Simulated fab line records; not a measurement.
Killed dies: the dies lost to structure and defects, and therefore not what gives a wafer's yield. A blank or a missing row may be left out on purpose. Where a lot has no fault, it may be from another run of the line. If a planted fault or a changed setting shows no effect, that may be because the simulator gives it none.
A lot that was struck, set against a sound lot    flow gf180mcu    25 steps out of a route of 602
Sound: these wafers, L580.2, L580.3, L580.6. Wafers struck: L579.1, L579.2, L579.5. At the end, the cause is stated.
Per side, at each step with rows, come the tool, then ch with its chambers, and then its first start. Under that, the readings that differ: sound wafers    struck wafers    difference of the means    sigmas: that difference in standard deviations of wafers without a fault.
alike: readings whose means differ by less than 2 such deviations, and words and numbers that are the same on both sides. not compared: withheld readings, readings that some wafer has no value for, bounds like >300 that may hide the same value, and numbers for which the record gives no deviation and whose values overlap.
Wherever a step has rows on one side only, a row that says differs or no value, or a row with sigmas, the two part there. When numbers do not overlap yet have no deviation, they are printed without sigmas and do not part them. Lack of a reading on every wafer of one side parts them only where that side has two or more wafers.

first, 2 steps without rows for these wafers: GF_V4_CLEAN_20 (cleans in DIW); GF_V4_SPUTTER_21 (material Ti, target thk 15 nm, time 80.02 s).
GF_V4_SPUTTER_22: material TiN, target thk 10 nm, time 40 s.
  sound on pvdSputter-02 at day 28 09:07; struck on pvdSputter-02 at day 27 23:54
  alike: cathodeDcPowerW, chamberPressurePa, throttleValvePct
then, 1 step without rows for these wafers: GF_V4_CVD_23 (deposits W, target thk 350 nm, time 104.9 s).
GF_V4_RS_MEAS_24: the measuring method here is four-point-probe.
  sound on filmMetro-01 at day 28 09:17; struck on filmMetro-04 at day 28 00:03
  alike: V4_W_RS
GF_V4_THK_MEAS_25: measures by xrf.
  sound on filmMetro-01 at day 28 09:24; struck on filmMetro-04 at day 28 00:10
  alike: V4_W_THK
then, 2 steps without rows for these wafers: GF_V4_CMP_26 (polishes, stops on SiO2, t overpolish 15 s, target thk 0 nm); GF_MIM_SPUTTER_00 (material Ti, target thk 37.5 nm, time 150 s).
GF_MIM_SPUTTER_01: material TiN, target thk 30 nm, time 25 s.
  sound on pvdSputter-01 at day 28 09:51; struck on pvdSputter-02 at day 28 00:38
  alike: cathodeDcPowerW, chamberPressurePa, throttleValvePct
GF_MIM_SPUTTER_02: material AlCu, target thk 450 nm, time 23.9 s.
  sound on pvdSputter-01 at day 28 09:53; struck on pvdSputter-02 at day 28 00:40
  alike: cathodeDcPowerW, chamberPressurePa, throttleValvePct
GF_MIM_SPUTTER_03: material Ti, target thk 10 nm, time 6.7 s.
  sound on pvdSputter-01 at day 28 09:55; struck on pvdSputter-02 at day 28 00:41
  alike: cathodeDcPowerW, chamberPressurePa, throttleValvePct
then, 1 step without rows for these wafers: GF_MIM_SPUTTER_04 (material TiN, target thk 50 nm, time 41.7 s).
GF_MIM_CVD_05: deposits Si3N4, target thk 42 nm, time 29.086 s.
  sound on pecvd-01 ch 0,1,2, day 28 09:58; struck on pecvd-04 ch 1,2, day 28 00:45
  no value came back on the struck wafers for heaterPowerOuterW (W), heaterPowerW (W), timeS (s); on the sound wafers heaterPowerOuterW (W) reads 327 374 352
then, 1 step without rows for these wafers: GF_MIM_SPUTTER_07 (material TiN, target thk 60 nm, time 50 s).
GF_MIM_SPUTTER_08: material AlCu, target thk 200 nm, time 10.6 s.
  sound on pvdSputter-03 at day 28 10:07; struck on pvdSputter-01 at day 28 00:53
  alike: cathodeDcPowerW, chamberPressurePa, throttleValvePct
then, 8 steps without rows for these wafers: GF_MIM_SPUTTER_09 (material TiN, target thk 35 nm, time 29.2 s); GF_MIM_DEHYDRATE_12 (time 60 s); GF_MIM_HMDS_13 (prime time 60 s); GF_MIM_COAT_14 (resist thk 1000 nm); GF_MIM_SOFTBAKE_15 (time 60 s); GF_MIM_EXPOSE_16 (exposes mask FuseTop, target cd 2000 nm); GF_MIM_PEB_17; GF_MIM_DEVELOP_18 (develop time 60 s).
GF_MIM_METAL_ETCH_19: etches the open film in Cl2/BCl3, stops on Si3N4, target depth 324.5 nm, time 54.1 s.
  sound on rieMetal-01 ch 0,1, day 29 05:27; struck on rieMetal-03 ch 0,1, day 28 19:48
reading                        sound                 struck                difference  sigmas
oesProductAu (a.u.)            0.942 0.950 0.941     1.006 1.011 1.002     +0.062      +9
throttleValvePct (%)           28.282 28.282 28.279  28.213 28.209 28.208  -0.071      -6
model.etch.depthNm (nm)        295.7 300.6 294.9     325.3 328.2 326.2     +29.5       
model.MIM.featureDepthNm (nm)  295.7 300.6 294.9     325.3 328.2 326.2     +29.5       
  alike: drypumpMotorCurrentA
  not compared: rfHoursCounterH
then, 1 step without rows for these wafers: GF_MIM_STRIP_20 (strips in O2/N2).

== WHERE THEY PART ==
Earliest at GF_MIM_CVD_05; latest, in this record, at GF_MIM_METAL_ETCH_19.

WHY: the cause the simulator had injected
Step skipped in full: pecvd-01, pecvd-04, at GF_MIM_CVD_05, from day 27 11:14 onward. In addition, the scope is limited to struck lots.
